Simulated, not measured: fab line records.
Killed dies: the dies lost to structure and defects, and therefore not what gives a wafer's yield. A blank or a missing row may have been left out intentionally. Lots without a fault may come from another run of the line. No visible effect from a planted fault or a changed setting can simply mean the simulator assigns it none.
Split-lot study || flow sky130 || 15 wafers read from 5 lots, route of 708 steps

ABOUT THE SPLIT
At SKY_METAL1_METAL_ETCH_19 (etches the open film in Cl2/BCl3, stops on SiO2, target depth 360 nm, time 78 s), the setting over_etch_frac was moved away from the recipe's 0.3 on 4 of the 15 wafers read, by -27.7% to +14.1%. All remaining wafers had this setting at the recipe value.

The reading is taken at the split's own step.

THE READING
KrF-thick_of_METAL1_COAT_10.thk_nm (the simulator's own value, which no gauge read), in nm, at SKY_METAL1_METAL_ETCH_19 (etches the open film in Cl2/BCl3, stops on SiO2, target depth 360 nm, time 78 s). The file gives no usual value for it. Here, 11 wafers ran the recipe; their average is 159.6 nm with a standard deviation of 4.8 nm.

{"wafer": "L076.2", "tool, chamber at the split": "rie_metal-04, 0", "over_etch_frac as run": 0.3, "against the recipe": "recipe", "KrF-thick_of_METAL1_COAT_10.thk_nm, nm": 156.3, "against lot-mates on the recipe": "-"}
{"wafer": "L076.3", "tool, chamber at the split": "rie_metal-04, 0", "over_etch_frac as run": 0.3, "against the recipe": "recipe", "KrF-thick_of_METAL1_COAT_10.thk_nm, nm": 157.9, "against lot-mates on the recipe": "-"}
{"wafer": "L076.4", "tool, chamber at the split": "rie_metal-04, 1", "over_etch_frac as run": 0.3, "against the recipe": "recipe", "KrF-thick_of_METAL1_COAT_10.thk_nm, nm": 156.6, "against lot-mates on the recipe": "-"}
{"wafer": "L080.1", "tool, chamber at the split": "rie_metal-03, 0", "over_etch_frac as run": 0.3, "against the recipe": "recipe", "KrF-thick_of_METAL1_COAT_10.thk_nm, nm": 157.1, "against lot-mates on the recipe": "-"}
{"wafer": "L080.4", "tool, chamber at the split": "rie_metal-03, 0", "over_etch_frac as run": 0.3, "against the recipe": "recipe", "KrF-thick_of_METAL1_COAT_10.thk_nm, nm": 157.1, "against lot-mates on the recipe": "-"}
{"wafer": "L080.2", "tool, chamber at the split": "rie_metal-03, 1", "over_etch_frac as run": 0.3, "against the recipe": "recipe", "KrF-thick_of_METAL1_COAT_10.thk_nm, nm": 165.8, "against lot-mates on the recipe": "-"}
{"wafer": "L080.3", "tool, chamber at the split": "rie_metal-03, 1", "over_etch_frac as run": 0.3, "against the recipe": "recipe", "KrF-thick_of_METAL1_COAT_10.thk_nm, nm": 168, "against lot-mates on the recipe": "-"}
{"wafer": "L080.6", "tool, chamber at the split": "rie_metal-03, 1", "over_etch_frac as run": 0.3, "against the recipe": "recipe", "KrF-thick_of_METAL1_COAT_10.thk_nm, nm": 168.2, "against lot-mates on the recipe": "-"}
{"wafer": "L081.2", "tool, chamber at the split": "rie_metal-01, 1", "over_etch_frac as run": 0.3381, "against the recipe": "+12.7%", "KrF-thick_of_METAL1_COAT_10.thk_nm, nm": 150, "against lot-mates on the recipe": -6.2}
{"wafer": "L081.3", "tool, chamber at the split": "rie_metal-01, 1", "over_etch_frac as run": 0.3, "against the recipe": "recipe", "KrF-thick_of_METAL1_COAT_10.thk_nm, nm": 156.2, "against lot-mates on the recipe": "-"}
{"wafer": "L083.5", "tool, chamber at the split": "rie_metal-04, 1", "over_etch_frac as run": 0.3424, "against the recipe": "+14.1%", "KrF-thick_of_METAL1_COAT_10.thk_nm, nm": 148.7, "against lot-mates on the recipe": -9.4}
{"wafer": "L083.6", "tool, chamber at the split": "rie_metal-04, 0", "over_etch_frac as run": 0.3, "against the recipe": "recipe", "KrF-thick_of_METAL1_COAT_10.thk_nm, nm": 158.1, "against lot-mates on the recipe": "-"}
{"wafer": "L082.1", "tool, chamber at the split": "rie_metal-03, 1", "over_etch_frac as run": 0.2168, "against the recipe": "-27.7%", "KrF-thick_of_METAL1_COAT_10.thk_nm, nm": 177.8, "against lot-mates on the recipe": "+23.1"}
{"wafer": "L082.2", "tool, chamber at the split": "rie_metal-03, 0", "over_etch_frac as run": 0.3, "against the recipe": "recipe", "KrF-thick_of_METAL1_COAT_10.thk_nm, nm": 154.7, "against lot-mates on the recipe": "-"}
{"wafer": "L082.3", "tool, chamber at the split": "rie_metal-03, 1", "over_etch_frac as run": 0.2168, "against the recipe": "-27.7%", "KrF-thick_of_METAL1_COAT_10.thk_nm, nm": 179.9, "against lot-mates on the recipe": "+25.2"}

THE FIT
A straight line over all 15 wafers: KrF-thick_of_METAL1_COAT_10.thk_nm changes by -0.709 nm for each +1% of over_etch_frac; r = -0.88; the points scatter about the line by 4.5 nm.
The same after taking each lot's own level away (the mean of its wafers on the recipe; 15 wafers): -0.807 nm for each +1%; r = -0.94; scatter 3.4 nm.
According to that fit, moving over_etch_frac by its largest amount changes the reading by 22 nm.
The span of the lots' own levels, 154.70 to 163.24 nm, comes to 1.8 times the standard deviation stated above.
So the lot-to-lot level changes the slope: the two fits differ.
Check: with one of the wafers moved furthest among these (-27.7%) left out of the fit, the line predicts +23 nm for it against its lot-mates. It came out at +23.1 nm against them.

OTHER SPLITS APPLIED TO THESE WAFERS
These wafers also went through other splits before the reading. Each is held against what the fit with the lots' levels taken away leaves over:
{"other split on the same wafers": "SKY_LOCAL_INTERCONNECT_ETCH_13 ion_energy_ev", "wafers away from the commonest value": 7, "r with KrF-thick_of_METAL1_COAT_10.thk_nm (lot level and that fit taken away)": "+0.10"}

THE WHOLE CHAIN: every reading that the file lists as answering this split, in the file's order
{"step": "SKY_METAL1_METAL_ETCH_19", "what it does": "etches the open film in Cl2/BCl3, stops on SiO2, target depth 360 nm, time 78 s", "reading": "KrF-thick_of_METAL1_COAT_10.thk_nm (the simulator's own value, which no gauge read)", "change (the file's fit)": "-0.795 nm for each +1% of the setting", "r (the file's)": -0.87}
{"step": "SKY_METAL1_STRIP_20", "what it does": "strips in O2/N2", "reading": "strip_time_to_endpoint_s", "change (the file's fit)": "withheld for each +1% of the setting", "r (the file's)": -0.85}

THE FILE'S OWN FIT
KrF-thick_of_METAL1_COAT_10.thk_nm changes by -0.795 nm for each +1% of over_etch_frac, r = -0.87.
